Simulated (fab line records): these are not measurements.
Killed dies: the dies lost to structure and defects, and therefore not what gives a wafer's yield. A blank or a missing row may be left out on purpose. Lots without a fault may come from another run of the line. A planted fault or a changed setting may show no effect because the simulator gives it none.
Which of the tools did it? || flow gf180mcu || Sampling: 14 lots, 42 wafers, 2 of 602 route steps

WHAT EACH GAUGE READ, for each wafer
GF_M2_CD_MEAS_14: target cd 280 nm. Usual: 280.1 nm for cd_nm, sd 1.4.
{"lot": "L539", "measured": "day 19 07:25", "on": "cd_sem-02", "cd_nm (nm)": "278.8 278.6 279.6", "flag": ""}
{"lot": "L541", "measured": "day 20 00:46", "on": "cd_sem-01", "cd_nm (nm)": "281.3 281.1 280.8", "flag": ""}
{"lot": "L542", "measured": "day 20 11:28", "on": "cd_sem-02", "cd_nm (nm)": "280.5 280.3 280.6", "flag": ""}
{"lot": "L543", "measured": "day 20 22:07", "on": "cd_sem-01", "cd_nm (nm)": "281.4 280.7 280.4", "flag": ""}
{"lot": "L545", "measured": "day 21 18:09", "on": "cd_sem-01", "cd_nm (nm)": "282.0 282.0 281.3", "flag": ""}
{"lot": "L546", "measured": "day 22 04:29", "on": "cd_sem-02", "cd_nm (nm)": "279.6 278.2 278.9", "flag": ""}
{"lot": "L552", "measured": "day 24 02:44", "on": "cd_sem-01", "cd_nm (nm)": "277.3 276.5 276.6", "flag": ""}
{"lot": "L553", "measured": "day 24 08:46", "on": "cd_sem-01", "cd_nm (nm)": "280.1 280.0 280.9", "flag": ""}
{"lot": "L554", "measured": "day 24 21:12", "on": "cd_sem-01", "cd_nm (nm)": "279.8 278.5 279.2", "flag": ""}
{"lot": "L555", "measured": "day 25 05:46", "on": "cd_sem-02", "cd_nm (nm)": "282.4 283.0 283.3", "flag": ""}
{"lot": "L558", "measured": "day 26 04:48", "on": "cd_sem-01", "cd_nm (nm)": "281.4 281.2 281.3", "flag": ""}
{"lot": "L559", "measured": "day 26 09:23", "on": "cd_sem-01", "cd_nm (nm)": "282.0 282.3 280.6", "flag": ""}
{"lot": "L561", "measured": "day 26 16:02", "on": "cd_sem-01", "cd_nm (nm)": "279.5 278.3 279.9", "flag": ""}
{"lot": "L562", "measured": "day 27 03:25", "on": "cd_sem-02", "cd_nm (nm)": "279.3 278.1 277.5", "flag": ""}

GF_V2_THK_MEAS_01. Usual: V2_CVD_00_THK gives 597 nm (standard deviation 6.1).
{"lot": "L539", "measured": "day 19 08:25", "on": "film_metro-04", "V2_CVD_00_THK (nm)": "589 595 594", "flag": ""}
{"lot": "L541", "measured": "day 20 01:46", "on": "film_metro-04", "V2_CVD_00_THK (nm)": "593 595 595", "flag": ""}
{"lot": "L542", "measured": "day 20 12:20", "on": "film_metro-03", "V2_CVD_00_THK (nm)": "594 594 596", "flag": ""}
{"lot": "L543", "measured": "day 20 23:00", "on": "film_metro-01", "V2_CVD_00_THK (nm)": "603 596 606", "flag": ""}
{"lot": "L545", "measured": "day 21 19:08", "on": "film_metro-03", "V2_CVD_00_THK (nm)": "601 597 604", "flag": ""}
{"lot": "L546", "measured": "day 22 05:27", "on": "film_metro-03", "V2_CVD_00_THK (nm)": "607 606 605", "flag": ""}
{"lot": "L552", "measured": "day 24 03:38", "on": "film_metro-03", "V2_CVD_00_THK (nm)": "594 593 597", "flag": ""}
{"lot": "L553", "measured": "day 24 09:40", "on": "film_metro-01", "V2_CVD_00_THK (nm)": "601 599 600", "flag": ""}
{"lot": "L554", "measured": "day 24 22:07", "on": "film_metro-03", "V2_CVD_00_THK (nm)": "607 602 586", "flag": ""}
{"lot": "L555", "measured": "day 25 06:37", "on": "film_metro-01", "V2_CVD_00_THK (nm)": "595 603 594", "flag": ""}
{"lot": "L558", "measured": "day 26 05:44", "on": "film_metro-04", "V2_CVD_00_THK (nm)": "594 590 591", "flag": ""}
{"lot": "L559", "measured": "day 26 10:26", "on": "film_metro-01", "V2_CVD_00_THK (nm)": "584 590 589", "flag": ""}
{"lot": "L561", "measured": "day 26 16:58", "on": "film_metro-04", "V2_CVD_00_THK (nm)": "597 606 599", "flag": ""}
{"lot": "L562", "measured": "day 27 04:20", "on": "film_metro-01", "V2_CVD_00_THK (nm)": "587 588 586", "flag": ""}

EACH LOT AND THE TOOL THAT RAN IT (in order: tool; ch and the chambers of the sampled wafers; start)
No process step before these readings appears in the record.

AS READ BY THE TOOLS THEMSELVES (means over the sampled wafers that have a number; for cases with no such wafer, the mark the record gives instead)
The record holds no such reading with a usual standard deviation.

THE ANSWER, worked out from the rows above alone
Rule: lot off if the mean of its wafers having a number is beyond 3 standard deviations from the usual mean. Also off: a lot with no number at a reading for which 4 or more lots have one. The other lots that the step has rows for count as sound. First the gauges in route order, then the tools' own readings, where a lot's mean is used as printed above. The first step at which some lot is off is used, and at that step the reading that is off furthest; a lot without a number counts as furthest.
No lot is off on any of the readings shown, so nothing can be concluded from this.

WHAT THE SIMULATOR PUT IN
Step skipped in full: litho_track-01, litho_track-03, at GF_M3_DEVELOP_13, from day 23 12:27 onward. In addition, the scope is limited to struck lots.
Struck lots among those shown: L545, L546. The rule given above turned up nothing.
